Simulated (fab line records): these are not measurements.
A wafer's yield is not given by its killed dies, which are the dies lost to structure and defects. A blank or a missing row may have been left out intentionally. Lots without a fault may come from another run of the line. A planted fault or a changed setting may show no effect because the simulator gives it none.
Comparing a struck lot with a sound one || flow gf180mcu || 17 out of 602 route steps
Sound: these wafers, L880.2, L880.4, L880.5. Struck: wafer L892.2; the same lot's L892.4 was not struck, so it is left out; see the end for the cause.
At each step with rows: each side's tool, then ch and its chambers, then its first start. Under that, the readings that differ: sound wafers || struck wafers || difference of the means || sigmas: that difference in standard deviations of wafers without a fault.
alike: readings with means less than 2 such deviations apart, plus words and numbers identical on both sides. not compared: withheld readings, readings lacking a value on some wafer, bounds such as >300 that could conceal the same value, and numbers that have no deviation in the record and whose values overlap.
The two part at a step that has a row with sigmas, a row that says differs or no value, or rows on one side only. Numbers that don't overlap but have no deviation are shown without sigmas and don't part them. A reading that every wafer of one side lacks parts them only if that side has two wafers or more.

first, 3 steps without rows for these wafers: GF_V5_EXPOSE_11 (exposes mask Via5, target cd 260 nm); GF_V5_PEB_12 (peb time 90 s); GF_V5_DEVELOP_13 (develop time 60 s).
GF_V5_CD_MEAS_14: the cd target is 260 nm.
  sound on cd sem-01 at day 27 23:33; struck on cd sem-02 at day 30 16:18
  alike: cd nm
GF_V5_OVL_MEAS_15:
  sound on overlay-01 at day 27 23:39; struck on overlay-01 at day 30 16:24
  alike: V5_OVL
GF_V5_ETCH_16: etches BARC in N2/H2.
  sound on rie diel-01 ch 0,2, day 27 23:41; struck on rie diel-01 ch 2, day 30 16:26
  alike: drypump motor current A, oes product au, throttle valve pct
then, 1 step without rows for these wafers: GF_V5_ETCH_17 (etches SiO2 in C4F8/O2/Ar, stops on TiN, target depth 855 nm).
GF_V5_STRIP_18: strips in O2/N2.
  sound on plasma asher-04 ch 0,1, day 27 23:50; struck on plasma asher-03 ch 0, day 30 16:35
  alike: drypump motor current A, heater power w, oes product au
  not compared: rf hours counter h
then, 2 steps without rows for these wafers: GF_V5_STRIP_19 (strips in post etch residue remover, time 1200 s); GF_V5_CLEAN_20 (cleans in DIW).
GF_V5_SPUTTER_21: material Ti, target thk 15 nm, time 80.02 s.
  sound on pvd sputter-02 at day 28 00:24; struck on pvd sputter-01 at day 30 17:07
  alike: throttle valve pct
GF_V5_SPUTTER_22: material TiN, target thk 10 nm, time 40 s.
  sound on pvd sputter-02 at day 28 00:28; struck on pvd sputter-01 at day 30 17:11
  alike: throttle valve pct
GF_V5_CVD_23: deposits W, target thk 350 nm, time 104.9 s.
  sound on cvd w-02 ch 0,1, day 28 00:30; struck on cvd w-01 ch 1, day 30 17:13
{"reading": "model.W_of_V5_CVD_23.thk nm (nm)", "sound": "357.8 351.4 360.4", "struck": 197.9, "difference": -158.6, "sigmas": ""}
  alike: heater power w
  not compared: since wet clean h
GF_V5_RS_MEAS_24: measurement is done with a four-point probe.
  sound on film metro-02 at day 28 00:38; struck on film metro-04 at day 30 17:21
{"reading": "V5_W_RS (ohm/sq)", "sound": "0.320 0.327 0.318", "struck": 0.583, "difference": "+0.261", "sigmas": "+48"}
GF_V5_THK_MEAS_25: measures by xrf.
  sound on film metro-02 at day 28 00:44; struck on film metro-04 at day 30 17:28
{"reading": "V5_W_THK (nm)", "sound": "361 355 364", "struck": 196, "difference": -164, "sigmas": -24}
GF_V5_CMP_26: polishes, stops on SiO2, t overpolish 15 s, target thk 0 nm.
  sound on cmp-01 ch 0,2,3, day 28 00:50; struck on cmp-02 ch 3, day 30 17:37
{"reading": "motor current A (A)", "sound": "10.2 12.1 10.5", "struck": 13.1, "difference": "+2.2", "sigmas": "+2"}
{"reading": "time to endpoint s (s)", "sound": "83 83 90", "struck": 45, "difference": -40, "sigmas": -10}
  alike: retaining ring pressure frac, slurry filter dp kPa
GF_TOP_METAL_SPUTTER_00: material Ti, target thk 37.5 nm, time 150 s.
  sound on pvd sputter-03 at day 28 01:05; struck on pvd sputter-02 at day 30 17:49
  alike: throttle valve pct

WHERE THEY PART
At GF_V5_RS_MEAS_24 first; at GF_V5_CMP_26 last (within this record only). Later steps at which nothing parts them and some readings are alike: GF_TOP_METAL_SPUTTER_00.

WHY: whatever the simulator had introduced
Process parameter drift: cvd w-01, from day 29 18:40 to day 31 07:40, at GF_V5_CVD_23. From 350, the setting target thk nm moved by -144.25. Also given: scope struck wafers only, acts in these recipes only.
